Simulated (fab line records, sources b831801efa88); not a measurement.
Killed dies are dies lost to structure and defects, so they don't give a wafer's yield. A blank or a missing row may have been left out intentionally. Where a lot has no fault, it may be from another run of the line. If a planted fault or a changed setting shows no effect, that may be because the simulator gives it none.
The tool behind it: which one? -- flow gf180mcu -- 36 wafers from 12 lots sampled at 4 of the route's 602 steps

== WHAT THE GAUGES SHOWED, per wafer ==
GF_M3_CD_MEAS_14: target cd 280 nm. Usual: cd nm reads 280.2 nm (standard deviation 1.2).
lot,measured,on,cd nm (nm),flag
L314,day 20 23:10,cd sem-01,279.3 278.4 278.5,
L315,day 21 14:22,cd sem-01,278.0 278.7 278.9,
L316,day 21 16:53,cd sem-02,279.4 281.1 279.1,
L317,day 22 03:41,cd sem-01,280.4 280.6 280.3,
L318,day 22 15:59,cd sem-01,279.6 278.9 278.1,
L319,day 23 01:50,cd sem-01,279.6 278.6 280.0,
L321,day 23 22:53,cd sem-01,281.6 281.1 280.3,
L325,day 25 09:26,cd sem-02,281.5 281.3 280.8,
L326,day 25 10:29,cd sem-01,279.3 279.2 279.5,
L327,day 26 00:38,cd sem-01,280.1 279.3 279.8,
L335,day 28 08:23,cd sem-02,279.9 280.1 281.1,
L337,day 29 00:26,cd sem-01,278.8 278.7 278.5,

GF_M3_OVL_MEAS_15. Usual: M3_OVL gives -4 nm (standard deviation 6.5).
lot,measured,on,M3_OVL (nm),flag
L314,day 20 23:16,overlay-02,2 0 6,
L315,day 21 14:28,overlay-02,-6 -8 -7,
L316,day 21 17:01,overlay-01,-2 -6 -7,
L317,day 22 03:49,overlay-01,2 -3 0,
L318,day 22 16:05,overlay-01,-11 -8 -4,
L319,day 23 01:55,overlay-02,2 1 1,
L321,day 23 22:59,overlay-01,3 1 -8,
L325,day 25 09:34,overlay-01,-10 4 -3,
L326,day 25 10:34,overlay-01,-4 -10 -9,
L327,day 26 00:46,overlay-01,-13 -14 -14,
L335,day 28 08:31,overlay-01,-4 2 -10,
L337,day 29 00:34,overlay-01,-5 -8 -5,

GF_V3_THK_MEAS_01. Usual: V3_CVD_00_THK gives 595 nm (standard deviation 6.3).
lot,measured,on,V3_CVD_00_THK (nm),flag
L314,day 21 00:02,film metro-04,603 605 611,
L315,day 21 15:15,film metro-02,590 601 596,
L316,day 21 17:59,film metro-03,589 593 587,
L317,day 22 04:40,film metro-02,591 593 587,
L318,day 22 16:53,film metro-04,589 592 586,
L319,day 23 02:42,film metro-02,585 584 591,
L321,day 23 23:46,film metro-04,585 595 589,
L325,day 25 10:22,film metro-02,599 596 604,
L326,day 25 11:23,film metro-03,594 597 598,
L327,day 26 01:32,film metro-03,603 607 601,
L335,day 28 09:17,film metro-02,600 602 601,
L337,day 29 01:23,film metro-02,593 588 582,

== TOOL THAT RAN EACH LOT (tool first, then ch and the chambers of the sampled wafers, then the start) ==
lot,GF_DUAL_GATE_OXIDATION_15
L314,"furnace-02 ch 0, day 8 04:13"
L315,"furnace-02 ch 0, day 8 15:30"
L316,"furnace-01 ch 0, day 8 18:25"
L317,"furnace-01 ch 0, day 9 02:17"
L318,"furnace-01 ch 0, day 9 12:35"
L319,"furnace-01 ch 0, day 9 16:59"
L321,"furnace-01 ch 0, day 10 11:25"
L325,"furnace-01 ch 0, day 11 13:20"
L326,"furnace-01 ch 0, day 11 16:57"
L327,"furnace-01 ch 0, day 12 00:35"
L335,"furnace-02 ch 0, day 14 14:56"
L337,"furnace-02 ch 0, day 15 04:43"
- GF_DUAL_GATE_OXIDATION_15: stabilise 600 s, purge 300 s, target thk 7.098 nm.

== WHAT THE TOOLS THEMSELVES READ (means of the sampled wafers that have a number; where no wafer has one, the mark that the record gives instead) ==
GF_DUAL_GATE_OXIDATION_15. Usual: spike tc centre C 850.4 C, standard deviation 1.2; spike tc lower C 850.5 C, standard deviation 1; spike tc upper C 850.1 C, standard deviation 1; zone power centre pct 17.42 %, standard deviation 0.22; zone power lower pct 17.5 %, standard deviation 0.46; zone power upper pct 19.14 %, standard deviation 0.25.
lot,tool,spike tc centre C (C),spike tc lower C (C),spike tc upper C (C),zone power centre pct (%),zone power lower pct (%),zone power upper pct (%),flag
L314,furnace-02,851.3,850.2,849.9,17.67,18.2,18.72,
L315,furnace-02,851.6,849.8,849.4,17.67,18.3,18.84,
L316,furnace-01,850.0,851.0,849.8,17.65,17.2,19.26,
L317,furnace-01,850.3,850.5,849.6,17.47,17.3,19.06,
L318,furnace-01,850.2,850.2,849.9,17.33,17.1,19.28,
L319,furnace-01,849.8,850.7,848.9,17.31,17.3,19.19,
L321,furnace-01,849.0,849.4,849.6,17.15,17.0,19.22,
L325,furnace-01,827.8,853.6,853.9,9.55,21.4,24.00,OFF
L326,furnace-01,826.7,854.5,852.8,9.57,21.4,23.82,OFF
L327,furnace-01,827.0,853.6,853.2,9.58,21.2,23.74,OFF
L335,furnace-02,850.6,849.4,850.9,17.59,18.0,18.70,
L337,furnace-02,852.4,849.7,849.5,17.71,18.3,18.76,

== THE ANSWER, worked out from the rows above alone ==
Rule: a lot counts as off when the mean over its wafers that have a number is more than 3 standard deviations away from the usual mean. Also off: a lot with no number at a reading for which 4 or more lots have one. All remaining lots with rows at the step are treated as sound. After the gauges, taken in route order, come the tools' own readings; for these a lot's mean is taken, as printed above. The first step at which some lot is off is used, and at that step the reading that is off furthest; a lot without a number counts as furthest.
Off: L325, L326, L327 (GF_DUAL_GATE_OXIDATION_15, zone power centre pct).
If a tool, at that step or one of the process steps before it, ran each lot that is off and ran no sound lot following the first of them, it fits. One fits: GF_DUAL_GATE_OXIDATION_15 on furnace-01. A fault onset in the window from L321 (day 10 11:25, its last sound lot) to L325 (day 11 13:20, its first lot off) fits.
The tool's own readings at GF_DUAL_GATE_OXIDATION_15 bear it out: on the lots that are off they differ by more than 5 times the standard deviation of the sound lots' means. spike tc centre C reads 827.2 C there against 850.6 C on the sound lots; spike tc lower C reads 853.9 C there against 850.1 C on the sound lots; spike tc upper C reads 853.3 C there against 849.7 C on the sound lots; zone power centre pct reads 9.57 % there against 17.51 % on the sound lots; zone power lower pct reads 21.3 % there against 17.6 % on the sound lots; zone power upper pct reads 23.85 % there against 19.00 % on the sound lots.

== WHAT THE SIMULATOR HAD PUT IN ==
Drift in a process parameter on furnace-01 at GF_DUAL_GATE_OXIDATION_15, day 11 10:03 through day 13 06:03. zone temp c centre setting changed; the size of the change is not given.
Lots struck among those shown: L325, L326, L327. The rule above reached the same finding.
